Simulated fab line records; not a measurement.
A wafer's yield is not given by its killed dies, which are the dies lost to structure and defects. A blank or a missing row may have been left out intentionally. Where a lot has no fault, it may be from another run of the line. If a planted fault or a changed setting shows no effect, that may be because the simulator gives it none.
The same fault as seen by 2 desks -- flow sky130 -- each desk has only its own numbers; what lay behind them comes last

## FROM THE METROLOGY DESK
What the gauges read for every lot (on any tool): the sampled wafers with a number, averaged. Marked OUT: a lot whose mean sits more than 4 standard deviations from the usual mean, which makes it out of limits; the brackets give that distance. Shown here are 7 of its 8 readings, the ones lying furthest out on some lot.
Columns: A = VIA2_W_RS at SKY_VIA2_RS_MEAS_22, usual 0.2730 ohm/sq; B = VIA2_W_THK at SKY_VIA2_THK_MEAS_23, usual 421 nm; C = CAPM_CVD_00_THK at SKY_CAPM_THK_MEAS_01, usual 15.53 nm; D = CAPM_TIN_RS at SKY_CAPM_RS_MEAS_03, usual 6.95 ohm/sq; E = CAPM_TIN_THK at SKY_CAPM_THK_MEAS_04, usual 198.7 nm; F = cd_nm at SKY_METAL3_CD_MEAS_13, usual 300.2 nm; G = METAL3_OVL at SKY_METAL3_OVL_MEAS_14, usual 4 nm
lot,first seen here,A,B,C,D,E,F,G
L602,day 36 07:16,0.2708,421,15.69,6.93,200.0,301.9,10
L605,day 37 12:56,0.2720,431,15.86,6.93,199.1,297.7,11
L618,day 41 09:51,0.2755,410,16.30,6.99,197.0,301.3,5
L619,day 42 03:25,0.2734,418,16.04,6.90,200.4,297.4,-1
L621,day 42 05:10,0.2706,431,15.76,7.03,195.1,300.4,-2
L623,day 42 20:02,0.2693,424,15.30,7.00,197.5,302.0,6
This desk's finding: nothing out of limits on any of the 6 lots.

## AT THE TOOL OWNER'S DESK: pecvd-01
The tool's own readings at SKY_CAPM_CVD_00 (deposits SiO2, target thk 15.5 nm): means of the sampled wafers that have a number, for each lot that ran on this tool. Marked OUT: a lot whose mean sits more than 4 standard deviations from the usual mean, which makes it out of limits; the brackets give that distance.
Columns: A = heater_power_w at SKY_CAPM_CVD_00, usual 744 W; B = rf_fwd_power_W at SKY_CAPM_CVD_00, usual 440.7 W
lot,first seen here,A,B
L602,day 36 07:51,785,439.0
L618,day 41 10:27,716,513.4 (+35) OUT
L619,day 42 04:02,782,511.7 (+34) OUT
This desk finds L618, L619 out of limits, L618 being first, at day 41 10:27 (rf_fwd_power_W at SKY_CAPM_CVD_00). L602 stayed within limits.

## BROUGHT TOGETHER
An alarm could have come from the tool owner's desk at day 41 10:27, on L618, L619.
Metrology desk: nothing out of limits seen.
The metrology desk has L618, L619 on record, within its limits.
All the named lots went through SKY_CAPM_CVD_00 on pecvd-01.

## WHAT WAS PUT IN BY THE SIMULATOR
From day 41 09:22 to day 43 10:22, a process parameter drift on pecvd-01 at SKY_CAPM_CVD_00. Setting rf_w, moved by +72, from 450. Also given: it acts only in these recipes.
Struck lots among those shown: L618, L619.
Delay in hours, fault start to first out-of-limits reading, by desk: the tool owner's desk at 1.
